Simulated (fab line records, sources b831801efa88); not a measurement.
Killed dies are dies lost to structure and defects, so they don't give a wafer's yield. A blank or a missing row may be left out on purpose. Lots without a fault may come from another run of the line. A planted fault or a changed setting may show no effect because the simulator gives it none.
fab line records | flow sky130
record lots=5 wafers=15 last_day=52
route steps=708 shown POLY_GATE@225 LDD_N@237 LDD_P@255
lots that met no fault: from a run of the same line without faults
start_h: hours from the record's first day to the start of the lot's first wafer shown | wait_h: hours since the lot's step before | " the same as in the row above | L1.1+2: a row that stands for several wafers | - no value, or no start given | * or withheld: withheld | < > ~ a bound
route shown NAME@n: a module of which the file shows steps, and the number in the route of the first | usual: mean/standard deviation of fault-free wafers | same: alike in all rows | chamber/n: place in a boat | sites: the reading at each site | _std_site: their standard deviation | _edge_site: outer sites' mean less inner sites' | radius_mm: how far each site lies from the wafer's centre | mask NAME#n: copy n | behind: the tool/chamber that last shaped the wafer | hold: why the lot was held/for how many hours/how that ended | device: the transistor (n, p or np) that didn't switch | end of line: the same wafers' tests at the end of the route | a step without rows: its recipe alone | killed: dies lost to structure and defects at the first sort, not the wafer's yield | map: a wafer's dies, x killed, . not, _ none there
set.NAME: the setting as run; set.NAME@STEP: as run at that earlier step | model.NAME: the simulator's own value behind a step, which no gauge read
lots at some steps of the route; a table a step, a row a wafer
services: from which hour (start_h, from the record's first day; less than 0 if before it) a tool's chamber was out of use, for how many hours, and why
## steps
# step SKY_POLY_GATE_PEB_11
# recipe peb_temp_c=withheld peb_time_s=withheld resist=KrF-thick
# columns lot.wafer tool chamber start_h wait_h
L087.2+5+6 litho_track-04 0 - -
L090.2+3+4 litho_track-01 0 - -
L091.2+4+5 litho_track-04 0 - -
L092.1+3+5 litho_track-04 0 - -
L097.1+4+6 litho_track-03 0 - -
# step SKY_POLY_GATE_DEVELOP_12
# recipe develop_time_s=60 resist=KrF-thick dev_temp_c=21
# columns lot.wafer tool chamber start_h wait_h
L087.2+5+6 litho_track-04 0 - -
L090.2+3+4 litho_track-01 0 - -
L091.2+4+5 litho_track-04 0 - -
L092.1+3+5 litho_track-04 0 - -
L097.1+4+6 litho_track-03 0 - -
# step SKY_POLY_GATE_CD_MEAS_13
# recipe target_cd_nm=150
# usual cd_nm=149.7/1.4
# columns lot.wafer tool chamber start_h wait_h cd_nm
L087.2 cd_sem-02 - 399.18 - 149.4
L087.5 " - " " 149.0
L087.6 " - " " 148.2
L090.2 cd_sem-01 - 431.28 - 150.1
L090.3 " - " " 149.4
L090.4 " - " " 150.9
L091.2 cd_sem-01 - 439.13 - 148.0
L091.4 " - " " 148.3
L091.5 " - " " 148.1
L092.1 cd_sem-01 - 646.51 - 146.7
L092.3 " - " " 147.5
L092.5 " - " " 148.3
L097.1 cd_sem-01 - 649.49 - 150.4
L097.4 " - " " 149.1
L097.6 " - " " 149.0
# step SKY_POLY_GATE_OVL_MEAS_14
# usual POLY_GATE_OVL=-4/5
# columns lot.wafer tool chamber start_h wait_h POLY_GATE_OVL[nm]
L087.2 overlay-02 - 399.28 0.1 -9
L087.5 " - " " -5
L087.6 " - " " -13
L090.2 overlay-01 - 431.39 0.1 -3
L090.3 " - " " -6
L090.4 " - " " 3
L091.2 overlay-02 - 439.23 0.1 -10
L091.4 " - " " -6
L091.5 " - " " -6
L092.1 overlay-01 - 646.63 0.1 -1
L092.3 " - " " 1
L092.5 " - " " -7
L097.1 overlay-02 - 649.61 0.1 -4
L097.4 " - " " -8
L097.6 " - " " -4
# step SKY_POLY_GATE_ETCH_15
# recipe chemistry=N2/H2 target=BARC ion_energy_ev=200 source_w=500 bias_w=100 pressure_mtorr=30 n2_flow_sccm=100 h2_flow_sccm=200 stop_on=SiO2 time_s=118.5 target_depth_a=1100
# usual drypump_motor_current_A=5.7/0.75 oes_product_au=0.717/0.0045 rf_fwd_power_W=497.3/1.6 throttle_valve_pct=13.213/0.009
# columns lot.wafer tool chamber start_h wait_h drypump_motor_current_A oes_product_au rf_fwd_power_W rf_hours_counter_h throttle_valve_pct
L087.2 rie_diel-02 1 399.31 0.0 5.2 0.708 496.3 95 13.207
L087.5 " 0 " " 6.7 0.721 498.3 - 13.230
L087.6 " 1 " " 5.2 0.716 495.9 - 13.222
L090.2 rie_diel-01 2 431.42 0.0 6.5 0.718 500.1 42 13.218
L090.3 " 1 " " 6.1 0.724 499.3 10 13.197
L090.4 " 0 " " 5.3 0.716 497.0 15 13.208
L091.2 rie_diel-01 3 439.26 0.0 4.6 0.717 496.4 7 13.208
L091.4 " 2 " " 6.5 0.720 499.5 42 13.213
L091.5 " 0 " " 5.3 0.720 499.2 - 13.207
L092.1 rie_diel-01 2 646.66 0.0 6.5 0.719 498.5 44 13.213
L092.3 " 1 " " 6.1 0.716 496.5 12 13.211
L092.5 " 1 " " 6.1 0.723 496.2 - 13.200
L097.1 rie_diel-02 3 649.64 0.0 6.7 0.716 497.5 3 13.206
L097.4 " 0 " " 6.7 0.714 499.0 3 13.197
L097.6 " 2 " " 6.5 0.717 499.2 - 13.215
# step SKY_POLY_GATE_ETCH_16
# recipe stop_on=poly-Si chemistry=CH3F/O2 target=Si3N4 source_w=400 bias_w=80 pressure_mtorr=25 ch3f_flow_sccm=40 O2_flow_sccm=30 time_s=147.5 target_depth_a=750
# usual drypump_motor_current_A=5.7/0.75 oes_product_au=0.640/0.0045 rf_fwd_power_W=398.2/1.3 throttle_valve_pct=10.534/0.0092
# columns lot.wafer tool chamber start_h wait_h drypump_motor_current_A oes_product_au rf_fwd_power_W rf_hours_counter_h throttle_valve_pct
L087.2 rie_diel-02 1 399.40 0.0 5.2 0.649 397.7 95 10.541
L087.5 " 0 " " 6.7 0.641 397.2 - 10.518
L087.6 " 1 " " 5.2 0.637 397.9 - 10.542
L090.2 rie_diel-01 2 431.50 0.0 6.5 0.644 398.8 42 10.540
L090.3 " 1 " " 6.1 0.643 399.1 10 10.526
L090.4 " 0 " " 5.3 0.640 397.7 15 10.531
L091.2 rie_diel-01 3 439.35 0.0 4.6 0.634 397.1 7 10.551
L091.4 " 2 " " 6.6 0.644 396.9 42 10.522
L091.5 " 0 " " 5.3 0.642 399.8 - 10.537
L092.1 rie_diel-01 2 646.74 0.0 6.5 0.638 400.1 44 10.546
L092.3 " 1 " " 6.1 0.641 399.7 12 10.533
L092.5 " 1 " " 6.1 0.642 399.5 - 10.543
L097.1 rie_diel-02 3 649.73 0.0 6.7 0.639 397.6 3 10.558
L097.4 " 0 " " 6.7 0.637 398.4 3 10.537
L097.6 " 2 " " 6.5 0.633 398.7 - 10.520
# step SKY_POLY_GATE_ETCH_17
# recipe target_depth_nm=180 stop_on=SiO2 over_etch_frac=0.56667 chemistry=HBr/Cl2 target=poly-Si icp_w=400 bias_w=100 pressure_mtorr=10 HBr_flow_sccm=150 Cl2_flow_sccm=50 time_s=70.5
# usual drypump_motor_current_A=5.6/0.35 oes_product_au=0.988/0.0072 rf_fwd_power_W=396.9/1.7 throttle_valve_pct=33.684/0.009
# columns lot.wafer tool chamber start_h wait_h drypump_motor_current_A oes_product_au rf_fwd_power_W rf_hours_counter_h throttle_valve_pct
L087.2 rie_si-01 1 399.49 0.0 5.4 0.989 395.4 0 33.682
L087.5 " 0 " " 6.0 0.987 398.8 - 33.696
L087.6 " 1 " " 5.4 0.984 394.1 - 33.690
L090.2 rie_si-02 3 431.60 0.0 5.6 0.987 397.3 3 33.699
L090.3 " 2 " " 5.5 0.989 398.0 0 33.663
L090.4 " 1 " " 5.7 0.994 397.8 6 33.672
L091.2 rie_si-01 0 439.44 0.0 5.9 0.990 397.9 6 33.687
L091.4 " 2 " " 5.9 0.992 397.5 - 33.679
L091.5 " 1 " " 5.4 0.986 394.9 - 33.671
L092.1 rie_si-02 3 646.84 0.0 5.6 1.003 395.8 3 33.693
L092.3 " 2 " " 5.5 1.005 397.6 1 33.706
L092.5 " 3 " " 5.6 0.980 397.8 - 33.687
L097.1 rie_si-02 3 649.82 0.0 5.6 0.993 397.8 3 33.689
L097.4 " 0 " " 5.7 0.996 397.1 5 33.680
L097.6 " 2 " " 5.5 1.000 398.3 - 33.690
# step SKY_POLY_GATE_STRIP_18
# recipe chemistry=O2/N2 power_w=1400 pressure_mtorr=1500 platen_temp_c=withheld o2_flow_sccm=3000 n2_flow_sccm=300 overash_fraction=0.5
# usual drypump_motor_current_A=5.89/0.18 o2_flow_sccm=2999/9 oes_product_au=0.361/0.0046 strip_time_to_endpoint_s=3.18/0.04
# columns lot.wafer tool chamber start_h wait_h drypump_motor_current_A o2_flow_sccm oes_product_au rf_hours_counter_h strip_time_to_endpoint_s
L087.2 plasma_asher-02 1 399.55 0.0 5.98 2989 0.362 70 3.20
L087.5 " 0 " " 5.95 2995 0.361 - 3.19
L087.6 " 1 " " 6.01 2987 0.359 - 3.21
L090.2 plasma_asher-04 1 431.66 0.0 5.94 3001 0.370 76 3.13
L090.3 " 1 " " 5.92 3007 0.358 - 3.17
L090.4 " 0 " " 5.57 2981 0.366 - 3.19
L091.2 plasma_asher-04 0 439.50 0.0 5.58 3016 0.356 77 3.18
L091.4 " 0 " " 5.56 3019 0.359 - 3.16
L091.5 " 1 " " 5.85 2995 0.366 - 3.24
L092.1 plasma_asher-03 0 646.90 0.0 5.83 3002 0.359 82 3.16
L092.3 " 0 " " 5.82 2994 0.358 - 3.20
L092.5 " 1 " " 6.15 3002 0.358 - 3.22
L097.1 plasma_asher-03 1 649.88 0.0 6.12 3001 0.360 82 3.17
L097.4 " 1 " " 6.14 2997 0.368 - 3.19
L097.6 " 0 " " 5.83 3014 0.357 - 3.17
# step SKY_POLY_GATE_CLEAN_19
# recipe chemistry=SC1/SC2 mix=1:4:20 temp_c=70 time_s=150 dry=n2_spin
# columns lot.wafer tool chamber start_h wait_h
L087.2+5+6 wet_bench-04 3 399.65 0.1
L090.2+3+4 wet_bench-03 1 431.76 0.1
L091.2+4+5 wet_bench-04 2 439.60 0.1
L092.1+3+5 wet_bench-03 3 647.00 0.1
L097.1+4+6 wet_bench-04 1 649.98 0.1
# step SKY_POLY_GATE_OXIDATION_20
# recipe temp_c=850 ambient=O2 stabilise_s=600 purge_s=300 target_thk_a=40 ox_time_s=899
# usual zone_power_upper_pct=15.2/0.77
# same purge_s=300
# columns lot.wafer tool chamber start_h wait_h zone_power_upper_pct
L087.2 furnace-02 0 399.74 0.0 14.1
L087.5 " 0 " " 14.0
L087.6 " 0 " " 14.1
L090.2 furnace-01 0 431.81 0.0 15.6
L090.3 " 0 " " 15.8
L090.4 " 0 " " 15.5
L091.2 furnace-01 0 439.65 0.0 15.9
L091.4 " 0 " " 15.9
L091.5 " 0 " " 15.8
L092.1 furnace-01 0 647.68 0.6 15.6
L092.3 " 0 " " 15.5
L092.5 " 0 " " 15.8
L097.1 furnace-02 0 651.80 1.8 14.0
L097.4 " 0 " " 14.0
L097.6 " 0 " " 13.8
# step SKY_POLY_GATE_THK_MEAS_21
# recipe reads=SiO2_of_POLY_GATE_OXIDATION_20
# usual POLY_GATE_OXIDATION_THK=4.01/0.086
# columns lot.wafer tool chamber start_h wait_h POLY_GATE_OXIDATION_THK[nm]
L087.2 film_metro-04 - 401.00 0.0 4.23
L087.5 " - " " 4.25
L087.6 " - " " 4.17
L090.2 film_metro-02 - 433.06 0.0 3.87
L090.3 " - " " 3.92
L090.4 " - " " 3.91
L091.2 film_metro-04 - 440.91 0.0 3.98
L091.4 " - " " 3.96
L091.5 " - " " 3.91
L092.1 film_metro-01 - 648.93 0.0 4.09
L092.3 " - " " 4.10
L092.5 " - " " 4.08
L097.1 film_metro-02 - 653.05 0.0 3.97
L097.4 " - " " 3.96
L097.6 " - " " 4.08
# step SKY_POLY_GATE_CD_MEAS_22
# usual cd_nm=150.1/1.8
# columns lot.wafer tool chamber start_h wait_h cd_nm
L087.2 cd_sem-02 - 401.08 0.1 147.7
L087.5 " - " " 148.3
L087.6 " - " " 147.9
L090.2 cd_sem-02 - 433.14 0.1 149.9
L090.3 " - " " 149.1
L090.4 " - " " 150.2
L091.2 cd_sem-02 - 440.99 0.1 144.7
L091.4 " - " " 148.2
L091.5 " - " " 148.9
L092.1 cd_sem-02 - 648.99 0.1 147.4
L092.3 " - " " 146.3
L092.5 " - " " 147.0
L097.1 cd_sem-02 - 653.11 0.1 149.7
L097.4 " - " " 148.5
L097.6 " - " " 150.8
# step SKY_LDD_N_DEHYDRATE_00
# recipe temp_c=200 time_s=60
# columns lot.wafer tool chamber start_h wait_h
L087.2+5+6 litho_track-03 0 415.11 14.0
L090.2+3+4 litho_track-03 0 448.36 15.2
L091.2+4+5 litho_track-02 0 456.11 15.1
L092.1+3+5 litho_track-04 0 662.01 13.0
L097.1+4+6 litho_track-02 0 666.13 13.0
# step SKY_LDD_N_HMDS_01
# recipe prime_time_s=60 prime_temp_c=120
# columns lot.wafer tool chamber start_h wait_h
L087.2+5+6 litho_track-03 0 415.26 0.1
L090.2+3+4 litho_track-03 0 448.51 0.1
L091.2+4+5 litho_track-02 0 456.26 0.1
L092.1+3+5 litho_track-04 0 662.16 0.1
L097.1+4+6 litho_track-02 0 666.28 0.1
# step SKY_LDD_N_COAT_02
# recipe resist=NOVOLAK spin_rpm=3000 resist_thk_nm=300
# columns lot.wafer tool chamber start_h wait_h
L087.2+5+6 litho_track-03 0 415.41 0.1
L090.2+3+4 litho_track-03 0 448.66 0.1
L091.2+4+5 litho_track-02 0 456.41 0.1
L092.1+3+5 litho_track-04 0 662.31 0.1
L097.1+4+6 litho_track-02 0 666.43 0.1
# step SKY_LDD_N_SOFTBAKE_03
# recipe temp_c=90 time_s=60 resist=NOVOLAK
# columns lot.wafer tool chamber start_h wait_h
L087.2+5+6 litho_track-03 0 415.56 0.1
L090.2+3+4 litho_track-03 0 448.81 0.1
L091.2+4+5 litho_track-02 0 456.56 0.1
L092.1+3+5 litho_track-04 0 662.46 0.1
L097.1+4+6 litho_track-02 0 666.58 0.1
# step SKY_LDD_N_EXPOSE_04
# recipe mask_id=NTM target_cd_nm=840 na=0.6 source_shape=conventional sigma_outer=0.6 dose_mj=110
# usual exposure_dose_mJ_cm2=110.01/0.11
# same na=0.6 sigma_outer=0.6
# columns lot.wafer tool chamber start_h wait_h mask exposure_dose_mJ_cm2
L087.2 iline_stepper-01 0 - - NTM#0 109.92
L087.5 " 0 " " NTM#0 110.03
L087.6 " 0 " " NTM#0 110.03
L090.2 iline_stepper-01 0 - - NTM#0 109.90
L090.3 " 0 " " NTM#0 110.02
L090.4 " 0 " " NTM#0 109.91
L091.2 iline_stepper-02 0 - - NTM#0 110.02
L091.4 " 0 " " NTM#0 110.07
L091.5 " 0 " " NTM#0 110.01
L092.1 iline_stepper-01 0 - - NTM#0 109.93
L092.3 " 0 " " NTM#0 109.93
L092.5 " 0 " " NTM#0 109.83
L097.1 iline_stepper-01 0 - - NTM#0 110.03
L097.4 " 0 " " NTM#0 110.33
L097.6 " 0 " " NTM#0 110.17
# step SKY_LDD_N_PEB_05
# recipe temp_c=withheld time_s=* resist=NOVOLAK
# columns lot.wafer tool chamber start_h wait_h
L087.2+5+6 litho_track-03 0 - -
L090.2+3+4 litho_track-04 0 - -
L091.2+4+5 litho_track-02 0 - -
L092.1+3+5 litho_track-03 0 - -
L097.1+4+6 litho_track-03 0 - -
# step SKY_LDD_N_DEVELOP_06
# recipe develop_time_s=60 dev_temp_c=23
# columns lot.wafer tool chamber start_h wait_h
L087.2+5+6 litho_track-03 0 430.01 0.1
L090.2+3+4 litho_track-04 0 463.43 0.1
L091.2+4+5 litho_track-02 0 470.76 0.1
L092.1+3+5 litho_track-03 0 675.59 0.1
L097.1+4+6 litho_track-03 0 681.04 0.1
# step SKY_LDD_N_OVL_MEAS_07
# usual LDD_N_OVL=-1.1/1.4
# columns lot.wafer tool chamber start_h wait_h LDD_N_OVL[nm]
L087.2 overlay-02 - 430.14 0.1 -0.1
L087.5 " - " " -0.5
L087.6 " - " " -0.3
L090.2 overlay-02 - 463.56 0.1 -1.6
L090.3 " - " " -1.5
L090.4 " - " " -4.3
L091.2 overlay-01 - 470.89 0.1 -1.7
L091.4 " - " " -0.3
L091.5 " - " " -1.4
L092.1 overlay-01 - 675.74 0.1 -0.4
L092.3 " - " " 0.7
L092.5 " - " " -1.3
L097.1 overlay-01 - 681.19 0.1 -1.8
L097.4 " - " " -1.6
L097.6 " - " " -1.8
# step SKY_LDD_N_IMPLANT_08
# recipe species=As energy_kev=20 dose_cm2=7.5e+13 tilt_deg=withheld rotation_deg=23
# columns lot.wafer tool chamber start_h wait_h
L087.2+5+6 implanter-02 0 430.20 0.0
L090.2+3+4 implanter-02 0 463.62 0.0
L091.2+4+5 implanter-04 0 470.95 0.0
L092.1+3+5 implanter-04 0 675.77 0.0
L097.1+4+6 implanter-03 0 681.22 0.0
# step SKY_LDD_N_IMPLANT_09
# recipe species=As energy_kev=20 dose_cm2=7.5e+13 tilt_deg=withheld rotation_deg=113
# columns lot.wafer tool chamber start_h wait_h
L087.2+5+6 implanter-02 0 430.35 0.1
L090.2+3+4 implanter-02 0 463.77 0.1
L091.2+4+5 implanter-04 0 471.10 0.1
L092.1+3+5 implanter-04 0 675.92 0.1
L097.1+4+6 implanter-03 0 681.37 0.1
# step SKY_LDD_N_IMPLANT_10
# recipe species=As energy_kev=20 dose_cm2=7.5e+13 tilt_deg=withheld rotation_deg=203
# columns lot.wafer tool chamber start_h wait_h
L087.2+5+6 implanter-02 0 430.50 0.1
L090.2+3+4 implanter-02 0 463.92 0.1
L091.2+4+5 implanter-04 0 471.25 0.1
L092.1+3+5 implanter-04 0 676.07 0.1
L097.1+4+6 implanter-03 0 681.52 0.1
# step SKY_LDD_N_IMPLANT_11
# recipe species=As energy_kev=20 dose_cm2=7.5e+13 tilt_deg=withheld rotation_deg=293
# columns lot.wafer tool chamber start_h wait_h
L087.2+5+6 implanter-02 0 430.65 0.1
L090.2+3+4 implanter-02 0 464.07 0.1
L091.2+4+5 implanter-04 0 471.40 0.1
L092.1+3+5 implanter-04 0 676.22 0.1
L097.1+4+6 implanter-03 0 681.67 0.1
# step SKY_LDD_N_IMPLANT_12
# recipe species=BF2 energy_kev=50 dose_cm2=5e+12 tilt_deg=30 rotation_deg=0
# usual tilt_deg=29.996/0.019
# columns lot.wafer tool chamber start_h wait_h tilt_deg
L087.2 implanter-02 0 430.80 0.1 30.003
L087.5 " 0 " " 29.984
L087.6 " 0 " " 30.009
L090.2 implanter-02 0 464.22 0.1 30.004
L090.3 " 0 " " 30.026
L090.4 " 0 " " 30.029
L091.2 implanter-04 0 471.55 0.1 29.998
L091.4 " 0 " " 29.998
L091.5 " 0 " " 30.008
L092.1 implanter-04 0 676.37 0.1 29.984
L092.3 " 0 " " 30.001
L092.5 " 0 " " 30.010
L097.1 implanter-03 0 681.82 0.1 29.985
L097.4 " 0 " " 30.010
L097.6 " 0 " " 30.015
# step SKY_LDD_N_IMPLANT_13
# recipe species=BF2 energy_kev=50 dose_cm2=5e+12 tilt_deg=30 rotation_deg=90
# usual tilt_deg=29.996/0.02
# columns lot.wafer tool chamber start_h wait_h tilt_deg
L087.2 implanter-02 0 430.95 0.1 29.997
L087.5 " 0 " " 30.006
L087.6 " 0 " " 30.002
L090.2 implanter-02 0 464.37 0.1 30.011
L090.3 " 0 " " 30.001
L090.4 " 0 " " 30.015
L091.2 implanter-04 0 471.70 0.1 30.002
L091.4 " 0 " " 30.020
L091.5 " 0 " " 29.995
L092.1 implanter-04 0 676.52 0.1 30.007
L092.3 " 0 " " 30.014
L092.5 " 0 " " 29.970
L097.1 implanter-03 0 681.97 0.1 29.980
L097.4 " 0 " " 29.951
L097.6 " 0 " " 30.003
# step SKY_LDD_N_IMPLANT_14
# recipe species=BF2 energy_kev=50 dose_cm2=5e+12 tilt_deg=30 rotation_deg=180
# usual tilt_deg=29.995/0.022
# columns lot.wafer tool chamber start_h wait_h tilt_deg
L087.2 implanter-02 0 431.10 0.1 30.033
L087.5 " 0 " " 29.994
L087.6 " 0 " " 30.015
L090.2 implanter-02 0 464.52 0.1 30.018
L090.3 " 0 " " 29.999
L090.4 " 0 " " 30.040
L091.2 implanter-04 0 471.85 0.1 29.985
L091.4 " 0 " " 29.959
L091.5 " 0 " " 29.965
L092.1 implanter-04 0 676.67 0.1 29.999
L092.3 " 0 " " 29.995
L092.5 " 0 " " 29.982
L097.1 implanter-03 0 682.12 0.1 30.012
L097.4 " 0 " " 29.966
L097.6 " 0 " " 29.984
# step SKY_LDD_N_IMPLANT_15
# recipe species=BF2 energy_kev=50 dose_cm2=5e+12 tilt_deg=30 rotation_deg=270
# usual tilt_deg=29.999/0.022
# columns lot.wafer tool chamber start_h wait_h tilt_deg
L087.2 implanter-02 0 431.25 0.1 29.983
L087.5 " 0 " " 30.047
L087.6 " 0 " " 30.000
L090.2 implanter-02 0 464.67 0.1 29.979
L090.3 " 0 " " 29.981
L090.4 " 0 " " 30.003
L091.2 implanter-04 0 472.00 0.1 29.973
L091.4 " 0 " " 29.980
L091.5 " 0 " " 30.015
L092.1 implanter-04 0 676.82 0.1 29.985
L092.3 " 0 " " 29.978
L092.5 " 0 " " 29.980
L097.1 implanter-03 0 682.27 0.1 30.041
L097.4 " 0 " " 30.018
L097.6 " 0 " " 30.019
# step SKY_LDD_N_STRIP_16
# recipe chemistry=O2/N2 power_w=1400 pressure_mtorr=1500 platen_temp_c=withheld o2_flow_sccm=3000 n2_flow_sccm=300 overash_fraction=0.5
# usual drypump_motor_current_A=5.80/0.27 o2_flow_sccm=3001/9.1 oes_product_au=0.406/0.0049 strip_time_to_endpoint_s=4.313/0.015
# columns lot.wafer tool chamber start_h wait_h drypump_motor_current_A o2_flow_sccm oes_product_au rf_hours_counter_h strip_time_to_endpoint_s
L087.2 plasma_asher-04 0 431.37 0.1 5.55 3011 0.401 76 4.332
L087.5 " 0 " " 5.55 2979 0.402 - 4.307
L087.6 " 1 " " 5.88 3003 0.409 - 4.329
L090.2 plasma_asher-03 1 464.79 0.1 6.16 2976 0.410 63 4.324
L090.3 " 0 " " 5.82 2998 0.404 - 4.310
L090.4 " 1 " " 6.18 2978 0.410 - 4.292
L091.2 plasma_asher-01 1 472.12 0.1 6.01 2999 0.418 35 4.321
L091.4 " 0 " " 5.25 2998 0.400 - 4.323
L091.5 " 0 " " 5.19 3005 0.409 - 4.314
L092.1 plasma_asher-04 1 676.97 0.1 5.86 2997 0.401 103 4.309
L092.3 " 1 " " 5.88 2995 0.408 - 4.311
L092.5 " 0 " " 5.55 3010 0.408 - 4.325
L097.1 plasma_asher-04 1 682.42 0.1 5.90 2999 0.406 103 4.310
L097.4 " 1 " " 5.92 2998 0.405 - 4.301
L097.6 " 1 " " 5.88 2994 0.408 - 4.302
# step SKY_LDD_N_TW_MEAS_17
# usual LDD_N_TW=2574/20
# columns lot.wafer tool chamber start_h wait_h LDD_N_TW
L087.2 film_metro-04 - 431.48 0.1 2556
L087.5 " - " " 2562
L087.6 " - " " 2575
L090.2 film_metro-04 - 464.90 0.1 2557
L090.3 " - " " 2564
L090.4 " - " " 2562
L091.2 film_metro-01 - 472.23 0.1 2557
L091.4 " - " " 2564
L091.5 " - " " 2547
L092.1 film_metro-03 - 677.07 0.1 2585
L092.3 " - " " 2592
L092.5 " - " " 2585
L097.1 film_metro-01 - 682.52 0.1 2577
L097.4 " - " " 2577
L097.6 " - " " 2579
# step SKY_LDD_P_DEHYDRATE_00
# recipe temp_c=200 time_s=60
# columns lot.wafer tool chamber start_h wait_h
L087.2+5+6 litho_track-02 0 446.61 15.1
L090.2+3+4 litho_track-01 0 478.59 13.7
L091.2+4+5 litho_track-01 0 486.49 14.2
L092.1+3+5 litho_track-03 0 690.84 13.8
L097.1+4+6 litho_track-01 0 695.41 12.9
# step SKY_LDD_P_HMDS_01
# recipe prime_time_s=60 prime_temp_c=120
# columns lot.wafer tool chamber start_h wait_h
L087.2+5+6 litho_track-02 0 446.76 0.1
L090.2+3+4 litho_track-01 0 478.74 0.1
L091.2+4+5 litho_track-01 0 486.64 0.1
L092.1+3+5 litho_track-03 0 690.99 0.1
L097.1+4+6 litho_track-01 0 695.56 0.1
# step SKY_LDD_P_COAT_02
# recipe resist=NOVOLAK spin_rpm=3000 resist_thk_nm=1140
# columns lot.wafer tool chamber start_h wait_h
L087.2+5+6 litho_track-02 0 446.91 0.1
L090.2+3+4 litho_track-01 0 478.89 0.1
L091.2+4+5 litho_track-01 0 486.79 0.1
L092.1+3+5 litho_track-03 0 691.14 0.1
L097.1+4+6 litho_track-01 0 695.71 0.1
# step SKY_LDD_P_SOFTBAKE_03
# recipe temp_c=90 time_s=60 resist=NOVOLAK
# columns lot.wafer tool chamber start_h wait_h
L087.2+5+6 litho_track-02 0 447.06 0.1
L090.2+3+4 litho_track-01 0 479.04 0.1
L091.2+4+5 litho_track-01 0 486.94 0.1
L092.1+3+5 litho_track-03 0 691.29 0.1
L097.1+4+6 litho_track-01 0 695.86 0.1
# step SKY_LDD_P_EXPOSE_04
# recipe mask_id=PSDM na=0.6 source_shape=conventional sigma_outer=0.6 polarization=unpolarized target_cd_nm=380 dose_mj=138
# usual exposure_dose_mJ_cm2=137.89/0.12
# same na=0.6 sigma_outer=0.6
# columns lot.wafer tool chamber start_h wait_h mask exposure_dose_mJ_cm2
L087.2 iline_stepper-02 0 - - PSDM#0 137.92
L087.5 " 0 " " PSDM#0 138.05
L087.6 " 0 " " PSDM#0 137.79
L090.2 iline_stepper-02 0 - - PSDM#0 138.09
L090.3 " 0 " " PSDM#0 137.79
L090.4 " 0 " " PSDM#0 137.87
L091.2 iline_stepper-01 0 - - PSDM#0 138.03
L091.4 " 0 " " PSDM#0 137.86
L091.5 " 0 " " PSDM#0 138.12
L092.1 iline_stepper-01 0 - - PSDM#0 137.88
L092.3 " 0 " " PSDM#0 138.06
L092.5 " 0 " " PSDM#0 137.83
L097.1 iline_stepper-01 0 - - PSDM#0 137.86
L097.4 " 0 " " PSDM#0 137.98
L097.6 " 0 " " PSDM#0 138.00
# step SKY_LDD_P_PEB_05
# recipe temp_c=withheld time_s=* resist=NOVOLAK
# columns lot.wafer tool chamber start_h wait_h
L087.2+5+6 litho_track-03 0 - -
L090.2+3+4 litho_track-02 0 - -
L091.2+4+5 litho_track-02 0 - -
L092.1+3+5 litho_track-03 0 - -
L097.1+4+6 litho_track-03 0 - -
# step SKY_LDD_P_DEVELOP_06
# recipe resist=NOVOLAK developer=TMAH develop_time_s=60 dev_temp_c=23
# columns lot.wafer tool chamber start_h wait_h
L087.2+5+6 litho_track-03 0 460.96 0.1
L090.2+3+4 litho_track-02 0 493.91 0.1
L091.2+4+5 litho_track-02 0 501.61 0.1
L092.1+3+5 litho_track-03 0 705.89 0.1
L097.1+4+6 litho_track-03 0 710.54 0.1
# step SKY_LDD_P_CD_MEAS_07
# recipe target_cd_nm=380
# usual cd_nm=380.6/2.2
# columns lot.wafer tool chamber start_h wait_h cd_nm
L087.2 cd_sem-01 - 461.11 0.1 384.1
L087.5 " - " " 383.8
L087.6 " - " " 385.2
L090.2 cd_sem-01 - 494.05 0.1 380.5
L090.3 " - " " 379.2
L090.4 " - " " 380.1
L091.2 cd_sem-02 - 501.75 0.1 386.0
L091.4 " - " " 385.6
L091.5 " - " " 385.1
L092.1 cd_sem-01 - 706.04 0.1 379.1
L092.3 " - " " 375.4
L092.5 " - " " 378.0
L097.1 cd_sem-02 - 710.69 0.1 382.3
L097.4 " - " " 380.8
L097.6 " - " " 379.6
# step SKY_LDD_P_OVL_MEAS_08
# usual LDD_P_OVL=-0.9/1.4
# columns lot.wafer tool chamber start_h wait_h LDD_P_OVL[nm]
L087.2 overlay-01 - 461.21 0.1 -1.6
L087.5 " - " " -1.2
L087.6 " - " " 0.1
L090.2 overlay-01 - 494.16 0.1 1.2
L090.3 " - " " -1.1
L090.4 " - " " -0.1
L091.2 overlay-02 - 501.86 0.1 0.2
L091.4 " - " " -1.0
L091.5 " - " " -2.0
L092.1 overlay-02 - 706.16 0.1 -3.7
L092.3 " - " " -3.2
L092.5 " - " " -3.3
L097.1 overlay-01 - 710.81 0.1 0.3
L097.4 " - " " 0.1
L097.6 " - " " -0.4
# step SKY_LDD_P_IMPLANT_09
# recipe species=BF2 energy_kev=25 dose_cm2=1e+13 tilt_deg=withheld
# columns lot.wafer tool chamber start_h wait_h
L087.2+5+6 implanter-03 0 461.27 0.0
L090.2+3+4 implanter-01 0 494.22 0.0
L091.2+4+5 implanter-03 0 501.92 0.0
L092.1+3+5 implanter-02 0 706.19 0.0
L097.1+4+6 implanter-03 0 710.84 0.0
## services
# columns tool chamber start_h hours kind
implanter-02 - 379.00 3.0 repair
rie_diel-01 - 386.06 14.6 pm
iline_stepper-01 - 394.89 1.7 pm
implanter-03 - 414.34 2.0 repair
iline_stepper-01 - 415.98 2.8 repair
implanter-03 - 418.86 4.0 pm
implanter-04 - 427.77 4.9 pm
implanter-04 - 433.36 6.3 repair
implanter-02 - 434.62 3.8 repair
implanter-04 - 501.28 2.1 repair
iline_stepper-01 - 503.62 21.8 repair
rie_diel-01 1 516.70 4.6 repair
implanter-04 - 522.84 5.0 pm
iline_stepper-01 - 525.39 4.3 pm
implanter-04 - 535.39 1.6 repair
implanter-02 - 538.35 29.4 repair
rie_diel-01 - 557.43 21.4 repair
rie_diel-01 - 578.86 2.8 pm
iline_stepper-01 - 589.28 0.6 repair
iline_stepper-01 - 613.07 1.7 pm
implanter-04 - 649.44 1.9 repair
implanter-02 - 666.36 1.8 repair
rie_diel-01 3 682.73 8.8 repair
rie_diel-01 1 687.56 4.3 repair
## key
fault none
